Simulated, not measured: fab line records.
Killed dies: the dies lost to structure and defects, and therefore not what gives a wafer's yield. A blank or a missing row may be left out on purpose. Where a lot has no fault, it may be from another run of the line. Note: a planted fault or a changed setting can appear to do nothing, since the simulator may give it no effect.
One fault through the eyes of 2 desks + flow sky130 + every desk sees just its own numbers, and what lay behind them comes last

AT THE METROLOGY DESK
What the gauges read for every lot (on any tool): the sampled wafers with a number, averaged. Marked OUT: a lot whose mean sits more than 4 standard deviations from the usual mean, which makes it out of limits; the brackets give that distance.
Columns: A = cdNm at SKY_VT_ADJUST_NCORE_CD_MEAS_07, usual 379.0 nm; B = SONOS_TUNNEL_OVL at SKY_SONOS_TUNNEL_OVL_MEAS_08, usual -0.5 nm
| lot  | first seen here | A     | B    |
|------|-----------------|-------|------|
| L138 | day 8 15:14     | 378.8 | 0.5  |
| L139 | day 9 00:31     | 377.8 | 1.4  |
| L140 | day 9 03:12     | 373.0 | -0.0 |
| L141 | day 9 10:01     | 381.2 | 0.4  |
| L142 | day 10 22:47    | 377.7 | -0.7 |
| L145 | day 11 01:50    | 379.9 | 0.1  |
| L146 | day 11 12:25    | 377.2 | -0.9 |
| L150 | day 12 05:26    | 376.2 | -1.0 |
| L153 | day 14 07:58    | 374.4 | -0.8 |
| L156 | day 14 22:13    | 380.2 | -0.6 |
| L157 | day 15 06:12    | 380.4 | -0.7 |
| L158 | day 15 09:32    | 375.2 | -0.7 |
| L160 | day 15 14:28    | 379.0 | -1.0 |
This desk found nothing out of limits on any of the 13 lots.

THE TOOL OWNER'S DESK: implanter-04
For each lot that ran on this tool, the mean over its sampled wafers that have a number, from the tool's own readings at SKY_LDD_N_IMPLANT_13. Marked OUT: a lot whose mean sits more than 4 standard deviations from the usual mean, which makes it out of limits; the brackets give that distance.
Columns: A = beamEnergyKeV at SKY_LDD_N_IMPLANT_13, usual 49.998; B = endStationPressureTorr at SKY_LDD_N_IMPLANT_13, usual 5.02e-06 Torr; C = rotationDeg at SKY_LDD_N_IMPLANT_13, usual 90.002 degrees
| lot  | first seen here | A      | B        | C                         |
|------|-----------------|--------|----------|---------------------------|
| L138 | day 17 21:50    | 50.016 | 4.90e-06 | 89.997                    |
| L139 | day 18 07:23    | 50.026 | 5.09e-06 | 90.005                    |
| L141 | day 18 18:11    | 49.991 | 5.12e-06 | 89.978                    |
| L145 | day 21 02:31    | 49.983 | 5.05e-06 | 297.560 (+99 or more) OUT |
| L146 | day 21 12:11    | 49.990 | 4.95e-06 | 297.580 (+99 or more) OUT |
| L150 | day 22 14:10    | 50.016 | 4.94e-06 | 297.630 (+99 or more) OUT |
| L158 | day 26 04:21    | 50.005 | 5.02e-06 | 89.999                    |
| L160 | day 26 16:53    | 49.993 | 4.79e-06 | 89.991                    |
This desk's finding: out of limits on L145, L146, L150; first on L145, day 21 02:31 (rotationDeg at SKY_LDD_N_IMPLANT_13). In limits: L138, L139, L141, L158, L160.

BROUGHT TOGETHER
The tool owner's desk could have raised an alarm at day 21 02:31, on L145, L146, L150.
From the metrology desk's view, nothing was out of limits.
The metrology desk holds a record of L145, L146, L150, inside its limits.
SKY_LDD_N_IMPLANT_13 was run on implanter-04 by each of the lots named.

WHAT THE SIMULATOR HAD INSERTED
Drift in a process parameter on implanter-04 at SKY_LDD_N_IMPLANT_13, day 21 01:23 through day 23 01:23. A move of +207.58 in setting rotationDeg, from 90. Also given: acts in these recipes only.
Lots struck among those shown: L145, L146, L150.
How many hours passed from the start of the fault until each desk's first out-of-limits reading: the tool owner's desk, 1.
